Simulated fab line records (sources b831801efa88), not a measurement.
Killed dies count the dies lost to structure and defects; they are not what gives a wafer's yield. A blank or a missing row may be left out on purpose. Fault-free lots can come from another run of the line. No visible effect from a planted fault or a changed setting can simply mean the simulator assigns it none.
The tool behind it: which one? / flow sky130 / Sampling: 12 lots, 36 wafers, 5 of 708 route steps

WHAT THE GAUGES SHOWED, per wafer
No reading from a measuring or inspecting step in the record can be judged against a usual standard deviation.

WHICH TOOL RAN EACH LOT (tool, then ch and the chambers of the sampled wafers, then the start)
lot=L119; SKY_METAL1_SPUTTER_01=pvd sputter-04, day 31 16:50; SKY_VIA4_ETCH_12=rie diel-03 ch 0,1,2, day 43 01:32; SKY_METAL5_SPUTTER_03=pvd sputter-04, day 43 02:59; SKY_PASSIVATION_STRIP_12=plasma asher-03 ch 0,1, day 45 01:21; SKY_PAD_OPEN_PROBE_99=prober-01, day 46 01:13
lot=L120; SKY_METAL1_SPUTTER_01=pvd sputter-04, day 32 01:55; SKY_VIA4_ETCH_12=rie diel-02 ch 0,2,3, day 43 08:37; SKY_METAL5_SPUTTER_03=pvd sputter-02, day 43 10:05; SKY_PASSIVATION_STRIP_12=plasma asher-04 ch 0,1, day 45 08:33; SKY_PAD_OPEN_PROBE_99=prober-01, day 46 08:34
lot=L122; SKY_METAL1_SPUTTER_01=pvd sputter-01, day 32 19:23; SKY_VIA4_ETCH_12=rie diel-03 ch 0,1,3, day 44 00:16; SKY_METAL5_SPUTTER_03=pvd sputter-03, day 44 01:46; SKY_PASSIVATION_STRIP_12=plasma asher-01 ch 0,1, day 45 23:08; SKY_PAD_OPEN_PROBE_99=prober-02, day 46 23:31
lot=L121; SKY_METAL1_SPUTTER_01=pvd sputter-01, day 32 20:22; SKY_VIA4_ETCH_12=rie diel-01 ch 0,1,3, day 44 00:50; SKY_METAL5_SPUTTER_03=pvd sputter-04, day 44 02:18; SKY_PASSIVATION_STRIP_12=plasma asher-01 ch 0,1, day 45 23:29; SKY_PAD_OPEN_PROBE_99=prober-01, day 46 23:54
lot=L124; SKY_METAL1_SPUTTER_01=pvd sputter-01, day 33 15:08; SKY_VIA4_ETCH_12=rie diel-02 ch 0,2,3, day 44 14:17; SKY_METAL5_SPUTTER_03=pvd sputter-03, day 44 15:47; SKY_PASSIVATION_STRIP_12=plasma asher-01 ch 0,1, day 46 11:02; SKY_PAD_OPEN_PROBE_99=prober-01, day 47 09:29
lot=L125; SKY_METAL1_SPUTTER_01=pvd sputter-01, day 33 18:19; SKY_VIA4_ETCH_12=rie diel-01 ch 0,2,3, day 44 18:05; SKY_METAL5_SPUTTER_03=pvd sputter-04, day 44 19:34; SKY_PASSIVATION_STRIP_12=plasma asher-04 ch 0,1, day 46 15:26; SKY_PAD_OPEN_PROBE_99=prober-02, day 47 14:38
lot=L133; SKY_METAL1_SPUTTER_01=pvd sputter-01, day 36 07:43; SKY_VIA4_ETCH_12=rie diel-02 ch 0,2,3, day 46 20:20; SKY_METAL5_SPUTTER_03=pvd sputter-03, day 46 22:58; SKY_PASSIVATION_STRIP_12=plasma asher-04 ch 0,1, day 48 15:37; SKY_PAD_OPEN_PROBE_99=prober-02, day 49 11:50
lot=L134; SKY_METAL1_SPUTTER_01=pvd sputter-01, day 36 10:33; SKY_VIA4_ETCH_12=rie diel-03 ch 2,3, day 46 22:41; SKY_METAL5_SPUTTER_03=pvd sputter-02, day 47 00:29; SKY_PASSIVATION_STRIP_12=plasma asher-03 ch 0,1, day 48 16:36; SKY_PAD_OPEN_PROBE_99=prober-01, day 49 13:41
lot=L135; SKY_METAL1_SPUTTER_01=pvd sputter-04, day 37 02:56; SKY_VIA4_ETCH_12=rie diel-01 ch 0,1,3, day 47 08:59; SKY_METAL5_SPUTTER_03=pvd sputter-03, day 47 10:47; SKY_PASSIVATION_STRIP_12=plasma asher-03 ch 0,1, day 49 01:52; SKY_PAD_OPEN_PROBE_99=prober-02, day 49 22:41
lot=L136; SKY_METAL1_SPUTTER_01=pvd sputter-03, day 37 03:19; SKY_VIA4_ETCH_12=rie diel-02 ch 1,2,3, day 47 10:22; SKY_METAL5_SPUTTER_03=pvd sputter-04, day 47 12:05; SKY_PASSIVATION_STRIP_12=plasma asher-01 ch 0,1, day 49 03:14; SKY_PAD_OPEN_PROBE_99=prober-01, day 49 23:18
lot=L139; SKY_METAL1_SPUTTER_01=pvd sputter-03, day 38 03:07; SKY_VIA4_ETCH_12=rie diel-01 ch 1,3, day 48 06:20; SKY_METAL5_SPUTTER_03=pvd sputter-03, day 48 07:50; SKY_PASSIVATION_STRIP_12=plasma asher-01 ch 0,1, day 49 21:11; SKY_PAD_OPEN_PROBE_99=prober-02, day 50 16:03
lot=L142; SKY_METAL1_SPUTTER_01=pvd sputter-04, day 39 13:43; SKY_VIA4_ETCH_12=rie diel-01 ch 0,2,3, day 49 07:20; SKY_METAL5_SPUTTER_03=pvd sputter-03, day 49 08:59; SKY_PASSIVATION_STRIP_12=plasma asher-03 ch 0,1, day 50 17:52; SKY_PAD_OPEN_PROBE_99=prober-02, day 51 11:34
- SKY_METAL1_SPUTTER_01: material TiN, target thk 20 nm, time 16.7 s.
- SKY_VIA4_ETCH_12: etches SiO2 in C4F8/O2/Ar, stops on TiN, target depth 580 nm.
- SKY_METAL5_SPUTTER_03: material Ti, target thk 5 nm, time 3.3 s.
- SKY_PASSIVATION_STRIP_12: strips in O2/N2.
- SKY_PAD_OPEN_PROBE_99

WHAT THE TOOLS THEMSELVES READ (means of the sampled wafers that have a number; where no wafer has one, the mark that the record gives instead)
SKY_METAL1_SPUTTER_01. Usual: throttle valve pct 29.9 %, standard deviation 0.69.
lot=L119; tool=pvd sputter-04; throttle valve pct (%)=30.0; flag=
lot=L120; tool=pvd sputter-04; throttle valve pct (%)=29.8; flag=
lot=L122; tool=pvd sputter-01; throttle valve pct (%)=30.1; flag=
lot=L121; tool=pvd sputter-01; throttle valve pct (%)=30.3; flag=
lot=L124; tool=pvd sputter-01; throttle valve pct (%)=30.1; flag=
lot=L125; tool=pvd sputter-01; throttle valve pct (%)=30.1; flag=
lot=L133; tool=pvd sputter-01; throttle valve pct (%)=29.9; flag=
lot=L134; tool=pvd sputter-01; throttle valve pct (%)=30.0; flag=
lot=L135; tool=pvd sputter-04; throttle valve pct (%)=29.3; flag=
lot=L136; tool=pvd sputter-03; throttle valve pct (%)=30.0; flag=
lot=L139; tool=pvd sputter-03; throttle valve pct (%)=29.6; flag=
lot=L142; tool=pvd sputter-04; throttle valve pct (%)=29.5; flag=

SKY_VIA4_ETCH_12. Usual: oes product au 0.926 a.u., standard deviation 0.005.
lot=L119; tool=rie diel-03; oes product au (a.u.)=0.928; flag=
lot=L120; tool=rie diel-02; oes product au (a.u.)=0.930; flag=
lot=L122; tool=rie diel-03; oes product au (a.u.)=0.927; flag=
lot=L121; tool=rie diel-01; oes product au (a.u.)=0.933; flag=
lot=L124; tool=rie diel-02; oes product au (a.u.)=0.926; flag=
lot=L125; tool=rie diel-01; oes product au (a.u.)=0.928; flag=
lot=L133; tool=rie diel-02; oes product au (a.u.)=0.927; flag=
lot=L134; tool=rie diel-03; oes product au (a.u.)=0.929; flag=
lot=L135; tool=rie diel-01; oes product au (a.u.)=0.923; flag=
lot=L136; tool=rie diel-02; oes product au (a.u.)=0.923; flag=
lot=L139; tool=rie diel-01; oes product au (a.u.)=0.926; flag=
lot=L142; tool=rie diel-01; oes product au (a.u.)=0.926; flag=

SKY_METAL5_SPUTTER_03. Usual: throttle valve pct 30.0 %, standard deviation 0.87.
lot=L119; tool=pvd sputter-04; throttle valve pct (%)=30.0; flag=
lot=L120; tool=pvd sputter-02; throttle valve pct (%)=29.5; flag=
lot=L122; tool=pvd sputter-03; throttle valve pct (%)=30.6; flag=
lot=L121; tool=pvd sputter-04; throttle valve pct (%)=29.5; flag=
lot=L124; tool=pvd sputter-03; throttle valve pct (%)=30.6; flag=
lot=L125; tool=pvd sputter-04; throttle valve pct (%)=29.9; flag=
lot=L133; tool=pvd sputter-03; throttle valve pct (%)=29.9; flag=
lot=L134; tool=pvd sputter-02; throttle valve pct (%)=30.1; flag=
lot=L135; tool=pvd sputter-03; throttle valve pct (%)=29.9; flag=
lot=L136; tool=pvd sputter-04; throttle valve pct (%)=29.8; flag=
lot=L139; tool=pvd sputter-03; throttle valve pct (%)=30.3; flag=
lot=L142; tool=pvd sputter-03; throttle valve pct (%)=30.6; flag=

SKY_PASSIVATION_STRIP_12. Usual: drypump motor current A 5.76 A, standard deviation 0.24; oes product au 0.660 a.u., standard deviation 0.0042; strip time to endpoint s 31.53 s, standard deviation 0.12.
lot=L119; tool=plasma asher-03; drypump motor current A (A)=5.66; oes product au (a.u.)=0.658; strip time to endpoint s (s)=31.46; flag=
lot=L120; tool=plasma asher-04; drypump motor current A (A)=5.92; oes product au (a.u.)=0.659; strip time to endpoint s (s)=31.44; flag=
lot=L122; tool=plasma asher-01; drypump motor current A (A)=5.77; oes product au (a.u.)=0.661; strip time to endpoint s (s)=31.44; flag=
lot=L121; tool=plasma asher-01; drypump motor current A (A)=5.69; oes product au (a.u.)=0.660; strip time to endpoint s (s)=31.53; flag=
lot=L124; tool=plasma asher-01; drypump motor current A (A)=5.68; oes product au (a.u.)=0.661; strip time to endpoint s (s)=31.42; flag=
lot=L125; tool=plasma asher-04; drypump motor current A (A)=5.74; oes product au (a.u.)=0.661; strip time to endpoint s (s)=31.51; flag=
lot=L133; tool=plasma asher-04; drypump motor current A (A)=5.92; oes product au (a.u.)=0.658; strip time to endpoint s (s)=31.57; flag=
lot=L134; tool=plasma asher-03; drypump motor current A (A)=5.67; oes product au (a.u.)=0.663; strip time to endpoint s (s)=31.39; flag=
lot=L135; tool=plasma asher-03; drypump motor current A (A)=5.89; oes product au (a.u.)=0.659; strip time to endpoint s (s)=31.69; flag=
lot=L136; tool=plasma asher-01; drypump motor current A (A)=5.69; oes product au (a.u.)=0.658; strip time to endpoint s (s)=31.46; flag=
lot=L139; tool=plasma asher-01; drypump motor current A (A)=5.67; oes product au (a.u.)=0.658; strip time to endpoint s (s)=31.52; flag=
lot=L142; tool=plasma asher-03; drypump motor current A (A)=5.88; oes product au (a.u.)=0.656; strip time to endpoint s (s)=31.59; flag=

SKY_PAD_OPEN_PROBE_99. Usual: defect limited yield 82.8 %, standard deviation 2; killed_at_M0_to_M3 43, standard deviation 6.4; killed_at_M4_up 3.1, standard deviation 2; killed at contacts 24, standard deviation 5.2; killed at front end 15, standard deviation 4.3; killed at other 0.2, standard deviation 0.48; killed dies 85, standard deviation 9.7; killed open 47, standard deviation 6.9; killed short 38, standard deviation 6.7; sort_bin_3_pad_short 0.9 %, standard deviation 0.48; sort_bin_5_function 10.3 %, standard deviation 1.6; sort_bin_6_memory 6.1 %, standard deviation 0.97; sort n pass 407, standard deviation 9.7; sort yield pct 82.8 %, standard deviation 2.
lot=L119; tool=prober-01; defect limited yield (%)=84.1; killed_at_M0_to_M3=38; killed_at_M4_up=4.0; killed at contacts=23; killed at front end=13; killed at other=0.0; killed dies=78; killed open=41; killed short=37; sort_bin_3_pad_short (%)=1.1; sort_bin_5_function (%)=9.5; sort_bin_6_memory (%)=5.3; sort n pass=414; sort yield pct (%)=84.1; flag=
lot=L120; tool=prober-01; defect limited yield (%)=81.6; killed_at_M0_to_M3=47; killed_at_M4_up=3.7; killed at contacts=26; killed at front end=14; killed at other=0.3; killed dies=91; killed open=49; killed short=42; sort_bin_3_pad_short (%)=0.4; sort_bin_5_function (%)=11.7; sort_bin_6_memory (%)=6.4; sort n pass=401; sort yield pct (%)=81.6; flag=
lot=L122; tool=prober-02; defect limited yield (%)=84.0; killed_at_M0_to_M3=38; killed_at_M4_up=1.7; killed at contacts=24; killed at front end=15; killed at other=0.3; killed dies=79; killed open=43; killed short=36; sort_bin_3_pad_short (%)=1.3; sort_bin_5_function (%)=9.2; sort_bin_6_memory (%)=5.6; sort n pass=413; sort yield pct (%)=84.0; flag=
lot=L121; tool=prober-01; defect limited yield (%)=80.6; killed_at_M0_to_M3=50; killed_at_M4_up=3.0; killed at contacts=29; killed at front end=13; killed at other=0.7; killed dies=95; killed open=54; killed short=41; sort_bin_3_pad_short (%)=1.2; sort_bin_5_function (%)=12.3; sort_bin_6_memory (%)=5.9; sort n pass=397; sort yield pct (%)=80.6; flag=
lot=L124; tool=prober-01; defect limited yield (%)=83.1; killed_at_M0_to_M3=45; killed_at_M4_up=4.3; killed at contacts=24; killed at front end=10; killed at other=0.0; killed dies=83; killed open=50; killed short=33; sort_bin_3_pad_short (%)=1.0; sort_bin_5_function (%)=10.5; sort_bin_6_memory (%)=5.4; sort n pass=409; sort yield pct (%)=83.1; flag=
lot=L125; tool=prober-02; defect limited yield (%)=83.1; killed_at_M0_to_M3=40; killed_at_M4_up=4.0; killed at contacts=22; killed at front end=17; killed at other=0.0; killed dies=83; killed open=43; killed short=40; sort_bin_3_pad_short (%)=0.3; sort_bin_5_function (%)=10.6; sort_bin_6_memory (%)=5.9; sort n pass=409; sort yield pct (%)=83.1; flag=
lot=L133; tool=prober-02; defect limited yield (%)=80.5; killed_at_M0_to_M3=58; killed_at_M4_up=3.0; killed at contacts=17; killed at front end=17; killed at other=0.3; killed dies=96; killed open=48; killed short=35; sort_bin_3_pad_short (%)=1.3; sort_bin_5_function (%)=11.7; sort_bin_6_memory (%)=6.5; sort n pass=396; sort yield pct (%)=80.5; flag=
lot=L134; tool=prober-01; defect limited yield (%)=79.7; killed_at_M0_to_M3=57; killed_at_M4_up=1.7; killed at contacts=24; killed at front end=18; killed at other=0.3; killed dies=100; killed open=51; killed short=38; sort_bin_3_pad_short (%)=1.4; sort_bin_5_function (%)=11.8; sort_bin_6_memory (%)=7.0; sort n pass=392; sort yield pct (%)=79.7; flag=
lot=L135; tool=prober-02; defect limited yield (%)=83.5; killed_at_M0_to_M3=37; killed_at_M4_up=3.7; killed at contacts=29; killed at front end=12; killed at other=0.0; killed dies=81; killed open=45; killed short=36; sort_bin_3_pad_short (%)=0.7; sort_bin_5_function (%)=9.8; sort_bin_6_memory (%)=5.9; sort n pass=411; sort yield pct (%)=83.5; flag=
lot=L136; tool=prober-01; defect limited yield (%)=83.1; killed_at_M0_to_M3=41; killed_at_M4_up=3.0; killed at contacts=24; killed at front end=14; killed at other=0.0; killed dies=83; killed open=45; killed short=38; sort_bin_3_pad_short (%)=0.9; sort_bin_5_function (%)=9.2; sort_bin_6_memory (%)=6.7; sort n pass=409; sort yield pct (%)=83.1; flag=
lot=L139; tool=prober-02; defect limited yield (%)=84.7; killed_at_M0_to_M3=41; killed_at_M4_up=3.0; killed at contacts=19; killed at front end=12; killed at other=0.0; killed dies=75; killed open=45; killed short=31; sort_bin_3_pad_short (%)=0.8; sort_bin_5_function (%)=8.9; sort_bin_6_memory (%)=5.6; sort n pass=417; sort yield pct (%)=84.7; flag=
lot=L142; tool=prober-02; defect limited yield (%)=84.4; killed_at_M0_to_M3=39; killed_at_M4_up=1.7; killed at contacts=25; killed at front end=11; killed at other=0.0; killed dies=77; killed open=45; killed short=32; sort_bin_3_pad_short (%)=1.0; sort_bin_5_function (%)=8.4; sort_bin_6_memory (%)=6.2; sort n pass=415; sort yield pct (%)=84.4; flag=

THE ANSWER, worked out from the rows above alone
Rule: lot off if the mean of its wafers having a number is beyond 3 standard deviations from the usual mean. A lot without any number at a reading at which 4 lots or more have one is off too. All remaining lots with rows at the step are treated as sound. Order of review: gauges by route order, followed by the tools' own readings, for which a lot's mean as printed above is used. The first step at which some lot is off is used, and at that step the reading that is off furthest; a lot without a number counts as furthest.
No lot is off at any reading shown: from this, nothing can be told.

WHAT WAS PUT IN BY THE SIMULATOR
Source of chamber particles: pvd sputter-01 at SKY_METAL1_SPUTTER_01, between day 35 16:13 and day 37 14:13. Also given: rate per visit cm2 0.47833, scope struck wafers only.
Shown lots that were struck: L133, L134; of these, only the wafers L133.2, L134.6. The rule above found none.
